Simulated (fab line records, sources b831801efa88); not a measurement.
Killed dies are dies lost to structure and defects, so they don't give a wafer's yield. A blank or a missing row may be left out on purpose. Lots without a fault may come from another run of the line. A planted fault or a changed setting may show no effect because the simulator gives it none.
Which tool did it? | flow gf180mcu | 13 lots, 39 wafers sampled, at 5 steps of a route of 602

WHAT THE GAUGES READ, wafer by wafer
GF_POLY_GATE_THK_MEAS_17. Usual: POLY_GATE_OXIDATION_THK 3.99 nm, standard deviation 0.072.
lot  | measured     | on            | POLY_GATE_OXIDATION_THK (nm) | flag
L355 | day 9 07:20  | film_metro-02 | 4.06 3.98 4.04               |
L356 | day 9 10:46  | film_metro-02 | 3.93 3.97 3.93               |
L357 | day 9 18:20  | film_metro-04 | 4.10 3.95 4.01               |
L359 | day 10 03:43 | film_metro-02 | 3.86 3.95 3.87               |
L360 | day 10 15:26 | film_metro-04 | 3.88 3.94 3.91               |
L361 | day 10 22:13 | film_metro-03 | 3.90 4.06 4.04               |
L369 | day 13 11:41 | film_metro-04 | 3.93 3.96 3.91               |
L372 | day 14 07:24 | film_metro-03 | 4.03 4.03 3.97               |
L373 | day 14 17:14 | film_metro-03 | 4.16 4.15 4.13               |
L374 | day 14 21:37 | film_metro-02 | 4.01 4.05 4.07               |
L375 | day 15 04:50 | film_metro-02 | 4.06 4.01 4.00               |
L376 | day 15 13:01 | film_metro-02 | 4.00 3.91 3.92               |
L377 | day 15 19:08 | film_metro-02 | 3.89 3.94 3.91               |

GF_NSD_CD_MEAS_07: target cd 400 nm. Usual: cd_nm 399.9 nm, standard deviation 2.5.
lot  | measured     | on        | cd_nm (nm)                          | flag
L355 | day 13 08:40 | cd_sem-01 | 400.3 402.0 398.9                   |
L356 | day 13 12:19 | cd_sem-02 | 401.7 402.0 402.1                   |
L357 | day 13 20:00 | cd_sem-02 | 398.5 399.0 400.7                   |
L359 | day 14 08:19 | cd_sem-02 | 400.6 400.8 401.8                   |
L360 | day 14 21:23 | cd_sem-02 | 398.6 397.1 399.1                   |
L361 | day 15 07:01 | cd_sem-01 | 398.1 399.6 399.1                   |
L369 | day 18 07:03 | cd_sem-01 | 402.0 275.6 274.5 402.0 275.5 274.2 | OFF
L372 | day 19 04:52 | cd_sem-02 | 398.8 401.5 399.5                   |
L373 | day 19 15:16 | cd_sem-02 | 398.8 399.4 400.3                   |
L374 | day 19 20:19 | cd_sem-01 | 399.7 402.6 401.3                   |
L375 | day 20 03:31 | cd_sem-01 | 397.1 397.3 396.7                   |
L376 | day 20 12:13 | cd_sem-02 | 404.9 403.8 404.0                   |
L377 | day 20 18:22 | cd_sem-02 | 396.0 394.1 395.2                   |

GF_PSD_RS_MEAS_14: measures by four-point-probe. Usual: NSD_RS 46.15 ohm/sq, standard deviation 0.1.
lot  | measured     | on            | NSD_RS (ohm/sq)   | flag
L355 | day 14 05:44 | film_metro-01 | 46.22 46.15 46.15 |
L356 | day 14 09:35 | film_metro-02 | 46.14 46.28 46.22 |
L357 | day 14 17:58 | film_metro-01 | 46.07 46.16 46.00 |
L359 | day 15 07:28 | film_metro-01 | 46.11 46.12 46.04 |
L360 | day 15 20:43 | film_metro-01 | 46.11 46.04 45.98 |
L361 | day 16 05:46 | film_metro-01 | 46.06 46.15 46.14 |
L369 | day 19 07:22 | film_metro-02 | 46.28 46.31 46.22 |
L372 | day 20 04:58 | film_metro-01 | 46.07 46.27 46.12 |
L373 | day 20 15:11 | film_metro-02 | 46.28 46.16 46.29 |
L374 | day 20 21:07 | film_metro-03 | 46.08 46.12 46.13 |
L375 | day 21 04:05 | film_metro-02 | 46.27 46.19 46.22 |
L376 | day 21 12:23 | film_metro-03 | 46.13 46.19 46.20 |
L377 | day 21 18:49 | film_metro-01 | 46.06 46.06 46.10 |

WHICH TOOL RAN EACH LOT (tool, then ch and the chambers of the sampled wafers, then the start)
lot  | GF_HV_LDD_STRIP_22                   | GF_NSD_DEVELOP_06
L355 | plasma_asher-01 ch 0,1, day 10 19:06 | litho_track-04 ch 0, day 13 08:32
L356 | plasma_asher-04 ch 0,1, day 10 22:30 | litho_track-03 ch 0, day 13 12:10
L357 | plasma_asher-04 ch 0,1, day 11 06:07 | litho_track-04 ch 0, day 13 19:51
L359 | plasma_asher-03 ch 0,1, day 11 15:52 | litho_track-03 ch 0, day 14 08:10
L360 | plasma_asher-03 ch 0,1, day 12 04:33 | litho_track-03 ch 0, day 14 21:14
L361 | plasma_asher-03 ch 0,1, day 12 12:34 | litho_track-02 ch 0, day 15 06:52
L369 | plasma_asher-04 ch 0,1, day 15 06:58 | litho_track-04 ch 0, day 18 06:54
L372 | plasma_asher-03 ch 0,1, day 16 03:50 | litho_track-03 ch 0, day 19 04:43
L373 | plasma_asher-01 ch 0,1, day 16 14:22 | litho_track-02 ch 0, day 19 15:07
L374 | plasma_asher-04 ch 0,1, day 16 18:31 | litho_track-03 ch 0, day 19 20:10
L375 | plasma_asher-03 ch 0,1, day 17 03:09 | litho_track-02 ch 0, day 20 03:22
L376 | plasma_asher-04 ch 0,1, day 17 11:13 | litho_track-02 ch 0, day 20 12:04
L377 | plasma_asher-03 ch 0,1, day 17 17:41 | litho_track-03 ch 0, day 20 18:13
- GF_HV_LDD_STRIP_22: strips in O2/N2.
- GF_NSD_DEVELOP_06: develop time 60 s.

WHAT THE TOOLS THEMSELVES READ (means of the sampled wafers that have a number; where no wafer has one, the mark that the record gives instead)
GF_HV_LDD_STRIP_22. Usual: drypump_motor_current_A 6.12 A, standard deviation 0.099; heater_power_w 328 W, standard deviation 37; oes_product_au 0.715 a.u., standard deviation 0.0046; strip_time_to_endpoint_s 12.62 s, standard deviation 0.036.
lot  | tool            | drypump_motor_current_A (A) | heater_power_w (W) | oes_product_au (a.u.) | strip_time_to_endpoint_s (s) | flag
L355 | plasma_asher-01 | 6.36                        | 316                | 0.715                 | 12.58                        |
L356 | plasma_asher-04 | 6.09                        | 273                | 0.717                 | 12.68                        |
L357 | plasma_asher-04 | 6.01                        | 274                | 0.715                 | 12.58                        |
L359 | plasma_asher-03 | 6.13                        | 348                | 0.711                 | 12.61                        |
L360 | plasma_asher-03 | 6.12                        | 345                | 0.719                 | 12.54                        |
L361 | plasma_asher-03 | 6.13                        | 357                | 0.713                 | 12.60                        |
L369 | plasma_asher-04 | 6.03                        | 277                | 0.720                 | 12.62                        |
L372 | plasma_asher-03 | 6.12                        | 352                | 0.718                 | 12.60                        |
L373 | plasma_asher-01 | 6.19                        | 316                | 0.719                 | 12.61                        |
L374 | plasma_asher-04 | 6.04                        | 280                | 0.714                 | 12.63                        |
L375 | plasma_asher-03 | 6.13                        | 348                | 0.718                 | 12.58                        |
L376 | plasma_asher-04 | 6.07                        | 277                | 0.719                 | 12.61                        |
L377 | plasma_asher-03 | 6.13                        | 352                | 0.718                 | 12.64                        |

GF_NSD_DEVELOP_06. Usual: resist_line_temp_C 22.98 C, standard deviation 0.1.
lot  | tool           | resist_line_temp_C (C) | flag
L355 | litho_track-04 | 22.86                  |
L356 | litho_track-03 | 22.90                  |
L357 | litho_track-04 | 22.98                  |
L359 | litho_track-03 | 22.96                  |
L360 | litho_track-03 | 22.96                  |
L361 | litho_track-02 | 22.92                  |
L369 | litho_track-04 | 22.89                  |
L372 | litho_track-03 | 23.00                  |
L373 | litho_track-02 | 23.09                  |
L374 | litho_track-03 | 23.00                  |
L375 | litho_track-02 | 22.93                  |
L376 | litho_track-02 | 22.82                  |
L377 | litho_track-03 | 23.05                  |

THE ANSWER, worked out from the rows above alone
Rule: a lot is off if the mean of its wafers that have a number lies more than 3 standard deviations from the usual mean. A lot without any number at a reading at which 4 lots or more have one is off too. The other lots that the step has rows for count as sound. The gauges are gone through in route order, then the tools' own readings, and for those a lot's mean is taken as printed above. The first step at which some lot is off is used, and at that step the reading that is off furthest; a lot without a number counts as furthest.
Off: L369, at GF_NSD_CD_MEAS_07 (cd_nm).
A tool fits if, at a process step before that reading, it ran every lot that is off, and no sound lot after the first of them. The gauges at GF_NSD_CD_MEAS_07 are tried like those tools. One fits: litho_track-04 at GF_NSD_DEVELOP_06. Its last sound lot is L357 (day 13 19:51), its first lot that is off L369 (day 18 06:54): a fault that began between those two fits.

WHAT THE SIMULATOR HAD PUT IN
Process parameter drift: litho_track-04, from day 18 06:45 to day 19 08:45, at GF_NSD_DEVELOP_06. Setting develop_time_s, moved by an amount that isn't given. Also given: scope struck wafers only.
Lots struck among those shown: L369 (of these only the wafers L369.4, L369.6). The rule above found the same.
